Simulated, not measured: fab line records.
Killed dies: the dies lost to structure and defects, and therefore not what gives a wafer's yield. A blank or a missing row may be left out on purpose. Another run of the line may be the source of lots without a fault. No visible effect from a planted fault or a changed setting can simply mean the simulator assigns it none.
What tool caused it? ; flow gf180mcu ; Sampling: 11 lots, 33 wafers, 5 of 602 route steps

WHAT THE GAUGES READ, wafer by wafer
GF_V5_THK_MEAS_03.
lot;measured;on;V5_CVD_02_THK (nm)
L503;day 26 18:24;film_metro-03;1458 1442 1484
L504;day 27 03:03;film_metro-04;1436 1445 1464
L505;day 27 04:18;film_metro-04;1432 1419 1450
L509;day 29 03:13;film_metro-03;1224 1252 1233
L513;day 30 08:07;film_metro-01;1218 1241 1238
L517;day 31 05:14;film_metro-03;1455 1475 1473
L516;day 31 12:46;film_metro-01;1429 1461 1468
L519;day 31 19:48;film_metro-03;1457 1457 1458
L520;day 32 02:21;film_metro-03;1458 1432 1481
L521;day 32 04:42;film_metro-04;1442 1470 1484
L524;day 33 02:08;film_metro-01;1429 1427 1421

EACH LOT AND THE TOOL THAT RAN IT (in order: tool; ch and the chambers of the sampled wafers; start)
lot;GF_MIM_CVD_05;GF_M5_ETCH_09;GF_M5_STRIP_11;GF_V5_CVD_02
L503;pecvd-04 ch 0,1,2, day 24 23:43;rie_diel-02 ch 0,2,3, day 26 17:29;plasma_asher-01 ch 0,1, day 26 17:37;pecvd-04 ch 1,2, day 26 18:17
L504;pecvd-01 ch 0,2, day 25 07:56;rie_diel-04 ch 1,2,3, day 27 02:10;plasma_asher-04 ch 0,1, day 27 02:17;pecvd-04 ch 0,1, day 27 02:56
L505;pecvd-04 ch 0,1, day 25 10:09;rie_diel-01 ch 0,1,2, day 27 03:18;plasma_asher-03 ch 0,1, day 27 03:33;pecvd-02 ch 0,1,2, day 27 04:11
L509;pecvd-01 ch 1,2, day 27 11:02;rie_diel-01 ch 0,3, day 29 02:13;plasma_asher-04 ch 0,1, day 29 02:21;pecvd-03 ch 0,1, day 29 03:02
L513;pecvd-01 ch 0,1,2, day 28 16:56;rie_diel-02 ch 1,2,3, day 30 06:34;plasma_asher-04 ch 0,1, day 30 06:44;pecvd-03 ch 0, day 30 07:53
L517;pecvd-01 ch 0,2, day 29 15:11;rie_diel-02 ch 0,2,3, day 31 04:19;plasma_asher-01 ch 0, day 31 04:27;pecvd-02 ch 0,1,2, day 31 05:05
L516;pecvd-03 ch 0,1, day 30 00:17;rie_diel-04 ch 0,1,2, day 31 11:52;plasma_asher-03 ch 0,1, day 31 11:59;pecvd-02 ch 1,2, day 31 12:40
L519;pecvd-03 ch 0,2, day 30 05:52;rie_diel-04 ch 0,1,3, day 31 18:55;plasma_asher-01 ch 0,1, day 31 19:03;pecvd-02 ch 0,1,2, day 31 19:41
L520;pecvd-04 ch 1,2, day 30 13:58;rie_diel-04 ch 0,1,2, day 32 01:21;plasma_asher-01 ch 0,1, day 32 01:36;pecvd-02 ch 1,2, day 32 02:14
L521;pecvd-03 ch 0,1, day 30 16:29;rie_diel-02 ch 1,2,3, day 32 03:43;plasma_asher-04 ch 0,1, day 32 03:57;pecvd-04 ch 1,2, day 32 04:35
L524;pecvd-01 ch 0,1, day 31 14:23;rie_diel-02 ch 1,2, day 33 01:16;plasma_asher-03 ch 0,1, day 33 01:23;pecvd-03 ch 0,1,2, day 33 02:02
- GF_MIM_CVD_05: deposits Si3N4, target thk 42 nm, time 29.086 s.
- GF_M5_ETCH_09: etches Si3N4 in CF4/O2, target depth 52 nm, time 11.6 s.
- GF_M5_STRIP_11: strips in O2/N2.
- GF_V5_CVD_02: deposits SiO2 from TEOS, target thk 1450 nm, time 163.28 s.

WHAT THE TOOLS THEMSELVES READ (means of the sampled wafers that have a number; where no wafer has one, the mark that the record gives instead)
GF_MIM_CVD_05.
lot;tool;heater_power_outer_w (W);heater_power_w (W);rf_fwd_power_W (W)
L503;pecvd-04;337;602;441.7
L504;pecvd-01;384;670;445.7
L505;pecvd-04;402;672;441.8
L509;pecvd-01;357;633;444.0
L513;pecvd-01;398;678;444.7
L517;pecvd-01;351;622;444.7
L516;pecvd-03;357;607;444.6
L519;pecvd-03;376;669;442.8
L520;pecvd-04;287;538;442.3
L521;pecvd-03;359;611;444.9
L524;pecvd-01;401;682;444.9

GF_M5_ETCH_09.
lot;tool;bias_w (W);drypump_motor_current_A (A);oes_product_au (a.u.);throttle_valve_pct (%)
L503;rie_diel-02;149.7;5.9;0.991;5.971
L504;rie_diel-04;150.0;5.8;0.992;5.973
L505;rie_diel-01;150.1;6.0;0.988;5.969
L509;rie_diel-01;149.2;6.0;0.984;5.968
L513;rie_diel-02;149.9;6.3;1.002;5.970
L517;rie_diel-02;150.4;5.8;0.987;5.971
L516;rie_diel-04;150.8;5.9;0.994;5.966
L519;rie_diel-04;149.6;5.8;0.995;5.960
L520;rie_diel-04;149.9;5.9;0.992;5.973
L521;rie_diel-02;149.7;6.3;0.996;5.956
L524;rie_diel-02;150.5;6.4;0.992;5.972

GF_M5_STRIP_11.
lot;tool;drypump_motor_current_A (A);heater_power_w (W);oes_product_au (a.u.);strip_time_to_endpoint_s (s)
L503;plasma_asher-01;5.8;343;0.537;7.51
L504;plasma_asher-04;5.4;322;0.543;7.47
L505;plasma_asher-03;5.0;313;0.539;7.54
L509;plasma_asher-04;5.4;327;0.545;7.51
L513;plasma_asher-04;5.4;323;0.546;7.54
L517;plasma_asher-01;5.6;342;0.541;7.51
L516;plasma_asher-03;5.0;315;0.540;7.54
L519;plasma_asher-01;5.9;345;0.543;7.50
L520;plasma_asher-01;5.9;346;0.550;7.57
L521;plasma_asher-04;5.7;313;0.545;7.52
L524;plasma_asher-03;5.0;313;0.541;7.56

GF_V5_CVD_02.
lot;tool;heater_power_outer_w (W);heater_power_w (W);rf_fwd_power_W (W)
L503;pecvd-04;290;543;595.3
L504;pecvd-04;351;633;598.1
L505;pecvd-02;337;591;598.1
L509;pecvd-03;415;708;359.2
L513;pecvd-03;369;670;356.8
L517;pecvd-02;364;627;594.5
L516;pecvd-02;357;618;595.5
L519;pecvd-02;382;645;595.6
L520;pecvd-02;393;659;595.9
L521;pecvd-04;291;544;598.4
L524;pecvd-03;417;722;599.2

THE ANSWER, worked out from the rows above alone
Rule: the usual values come from the lots themselves. Put in order of their means at a reading, lots are off if they are a third of the lots or fewer, leave a main group of 4 or more, and stand apart from it by a gap of 3 or more times the standard deviation of the main group's means; of several such gaps the widest counts. A main group is skipped when, at the precision printed for the reading in the tables above, its means are all equal. Also off: a lot with no number at a reading for which 4 or more lots have one. All remaining lots with rows at the step are treated as sound. The gauges are gone through in route order, then the tools' own readings, and for those a lot's mean is taken as printed above. At the first step where some lot is off, the reading lying furthest off is the one used; lots without a number count as furthest.
Off: L509, L513, seen at GF_V5_THK_MEAS_03 (V5_CVD_02_THK). Main group: mean 1452 nm, sd 13.
A tool fits if, at a process step before that reading, it ran every lot that is off, and no sound lot after the first of them. The gauges at GF_V5_THK_MEAS_03 aren't tried: what is off there is off at GF_V5_CVD_02 too, on other tools, and a gauge's error can't cause that. None of those tried fits.

WHAT THE SIMULATOR PUT IN
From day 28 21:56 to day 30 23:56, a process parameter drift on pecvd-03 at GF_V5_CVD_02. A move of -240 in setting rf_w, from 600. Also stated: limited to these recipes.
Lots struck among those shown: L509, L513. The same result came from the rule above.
